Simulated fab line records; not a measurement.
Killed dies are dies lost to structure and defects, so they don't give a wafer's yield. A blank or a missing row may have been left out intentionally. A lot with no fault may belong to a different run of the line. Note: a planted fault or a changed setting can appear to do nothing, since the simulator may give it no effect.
Chamber matching | flow gf180mcu | cmp-02 running GF_CONTACT_CMP_27: 4 sister chambers
The step polishes, stops on SiO2, t overpolish 15 s, target thk 0 nm. 18 wafers are shown with their chamber, then 8 later ones without.

== EACH WAFER AND ITS CHAMBER ==
wafer  | chamber | motor_current_A (A) | time_to_endpoint_s (s) | overpolish_run_s (s)
L129.2 | 0       | 13.0                | 76                     | 15.005
L129.3 | 2       | 11.3                | 74                     | 14.998
L129.6 | 3       | 13.2                | 63                     | 15.003
L130.1 | 1       | 10.9                | 70                     | 15.009
L130.3 | 3       | 12.9                | 66                     | 14.993
L130.5 | 3       | 13.2                | 68                     | 15.014
L134.1 | 0       | 12.5                | 80                     | 14.996
L134.2 | 2       | 10.8                | 72                     | 14.994
L134.5 | 2       | 11.5                | 71                     | 15.009
L141.1 | 0       | 13.4                | 78                     | 15.010
L141.4 | 1       | 11.4                | 70                     | 14.994
L141.6 | 0       | 13.3                | 77                     | 14.993
L144.3 | 0       | 13.1                | 83                     | 14.991
L144.4 | 1       | 12.3                | 68                     | 14.993
L144.5 | 3       | 12.8                | 69                     | 15.009
L145.2 | 2       | 11.2                | 76                     | 14.991
L145.5 | 1       | 12.2                | 72                     | 15.001
L146.1 | 1       | 11.8                | 69                     | 15.026

SIGNATURES, as means of the wafers listed above
reading            | chamber 0 | chamber 1 | chamber 2 | chamber 3 | scatter within a chamber
motor_current_A    | 13.060    | 11.720    | 11.200    | 13.025    | 0.399
time_to_endpoint_s | 78.80     | 69.80     | 73.25     | 66.50     | 2.32
overpolish_run_s   | 14.99900  | 15.00460  | 14.99800  | 15.00475  | 0.0101
Rule: a wafer lies at a distance from a chamber equal to the root of the sum of squares, over the readings, of (its reading less the chamber's mean, divided by the reading's scatter). If the next closest chamber is less than 2 further off than the closest, the wafer can't be placed; otherwise it belongs to the closest. The scatter: take each reading less its chamber's mean, square it, sum over the shown wafers, divide by the number of wafers less the number of chambers, and take the root.

== WAFERS WHOSE CHAMBER IS MISSING ==
wafer  | motor_current_A (A) | time_to_endpoint_s (s) | overpolish_run_s (s)
L146.2 | 12.5                | 69                     | 15.018
L146.4 | 11.4                | 72                     | 14.997
L147.1 | 13.2                | 70                     | 14.982
L147.2 | 11.2                | 75                     | 15.000
L147.3 | 12.2                | 71                     | 14.990
L148.1 | 12.5                | 69                     | 15.009
L148.3 | 13.7                | 79                     | 15.007
L148.5 | 10.8                | 73                     | 15.007

== CHAMBER TAKEN BY EACH ==
wafer  | from the rows above          | in truth
L146.2 | can't be placed: 3 or 1      | 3
L146.4 | can't be placed: 2 or 1      | 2
L147.1 | can't be placed: 3 or 0 or 1 | 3
L147.2 | can't be placed: 2 or 1      | 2
L147.3 | can't be placed: 1 or 2 or 3 | 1
L148.1 | can't be placed: 3 or 1      | 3
L148.3 | 0                            | 0
L148.5 | can't be placed: 2 or 1      | 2
Correctly placed: 1 of 8. Cannot be placed on the basis of these rows: 7; the candidates contain the true chamber in 7. 0 placed wrongly.
